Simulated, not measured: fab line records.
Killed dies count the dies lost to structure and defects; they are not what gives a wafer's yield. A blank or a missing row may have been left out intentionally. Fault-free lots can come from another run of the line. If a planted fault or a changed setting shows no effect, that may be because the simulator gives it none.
Code-filled problem report in 8D (eight disciplines) form || flow sky130 || the parts of the form that need people (team, actions taken, sign-off) are left out

== 1. PROBLEM STATEMENT ==
Mean LOCAL_INTERCONNECT_TIN_RS at SKY_LOCAL_INTERCONNECT_RS_MEAS_01: 11.56 ohm/sq over 9 wafers in 3 lots; fault-free wafers: 14.12 ohm/sq, standard deviation 0.16. Relative to the usual mean, that is a shift of -16 standard deviations.
The step: measures by four-point-probe.
Seen first at day 32 02:44 on film-metro-03, wafer L650.4. The record holds 30 wafers of 10 lots with a number at this step. Rule for "out", or "out of limits": more than 4 standard deviations from the usual mean. The other wafers with a number count as sound.

== 2. WHAT THIS IS AND IS NOT ==
{"question": "which readings at this step", "is": "LOCAL_INTERCONNECT_TIN_RS", "is not": "-"}
{"question": "which lots", "is": "L650, L653, L654", "is not": "L643, L645, L656, L657, L660, L661, L664"}
{"question": "which wafers of those lots", "is": "all that have a number", "is not": "-"}
{"question": "read on which gauges", "is": "film-metro-02, film-metro-03", "is not": "film-metro-04"}
{"question": "when", "is": "from day 32 02:44", "is not": "up to then (6 sound wafers); but 15 sound wafers of L656, L657, L660, L661, L664 came after"}

== 3. THE SUSPECTS, EACH WITH WHAT RULES IT OUT ==
Counting: a tool at any process step up to the reading remains a suspect when it ran all the lots that are out and ran no sound lot after the first of those.
- the gauge at SKY_LOCAL_INTERCONNECT_RS_MEAS_01: ruled out. The wafers that are out were read on 2 gauges (film-metro-02, film-metro-03).
- pvd-sputter-01 at SKY_LOCAL_INTERCONNECT_SPUTTER_00 (material TiN, target thk 100 nm, time 83.3 s): ruled out as a lasting fault. Following L650 (day 32 02:37), the first lot on it that is out, the sound lots L664 were run on it.
Left after counting: nothing in the record.

== 4. THE CAUSE (what the simulator had put in) ==
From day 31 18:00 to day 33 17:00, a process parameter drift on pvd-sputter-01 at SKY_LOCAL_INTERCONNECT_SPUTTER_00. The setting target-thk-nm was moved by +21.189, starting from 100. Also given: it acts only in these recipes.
It was ruled out by counting, in error; the rule expects a fault to strike all lots run on its tool from its start on, and this fault did not.

== 5. SEQUENCE OF EFFECTS, ordered by route ==
One row per reading whose mean, taken over the struck wafers that have a number, lies over 3 standard deviations from the usual. Scope: only readings with a usual standard deviation given in the record; hours: median across lots of the time from each lot's start at the first step in this table that gives one to its start at this step; sigmas: change in usual standard deviations.
{"hours": 0, "step": "SKY_LOCAL_INTERCONNECT_RS_MEAS_01", "reading": "LOCAL_INTERCONNECT_TIN_RS", "usual": "14.12 ohm/sq", "on struck wafers": 11.56, "change": -2.56, "sigmas": -16}
{"hours": 0, "step": "SKY_LOCAL_INTERCONNECT_THK_MEAS_02", "reading": "LOCAL_INTERCONNECT_TIN_THK", "usual": "98.9 nm", "on struck wafers": 119.5, "change": "+20.6", "sigmas": "+17"}
{"hours": 27, "step": "SKY_LOCAL_INTERCONNECT_METAL_ETCH_14", "reading": "oes-product-au", "usual": "0.942 a.u.", "on struck wafers": 0.997, "change": "+0.055", "sigmas": "+7.6"}
{"hours": 27, "step": "SKY_LOCAL_INTERCONNECT_METAL_ETCH_14", "reading": "throttle-valve-pct", "usual": "21.901 %", "on struck wafers": 21.864, "change": -0.037, "sigmas": -4.0}
{"hours": 371, "step": "SKY_PAD_OPEN_PROBE_99", "reading": "killed-at-contacts", "usual": 24, "on struck wafers": 419, "change": "+395", "sigmas": "+73"}
{"hours": 371, "step": "SKY_PAD_OPEN_PROBE_99", "reading": "killed-dies", "usual": 88, "on struck wafers": 482, "change": "+394", "sigmas": "+36"}
{"hours": 371, "step": "SKY_PAD_OPEN_PROBE_99", "reading": "killed-on-rim", "usual": 17, "on struck wafers": 91, "change": "+74", "sigmas": "+22"}
Process steps it contains:
- SKY_LOCAL_INTERCONNECT_METAL_ETCH_14: etches TiN in Cl2/BCl3, stops on PSG, target depth 110 nm, time 31.4 s.
- SKY_PAD_OPEN_PROBE_99

== 6. WHAT WOULD HAVE CAUGHT IT SOONER ==
In this record the first reading out of limits at a measuring or inspecting step was taken at day 32 02:44, 9 hours after the fault began at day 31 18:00.
No tool reading at SKY_LOCAL_INTERCONNECT_SPUTTER_00 that has a usual standard deviation in the record was out on any struck wafer, so an alarm limit of 4 standard deviations on those readings would not have fired.
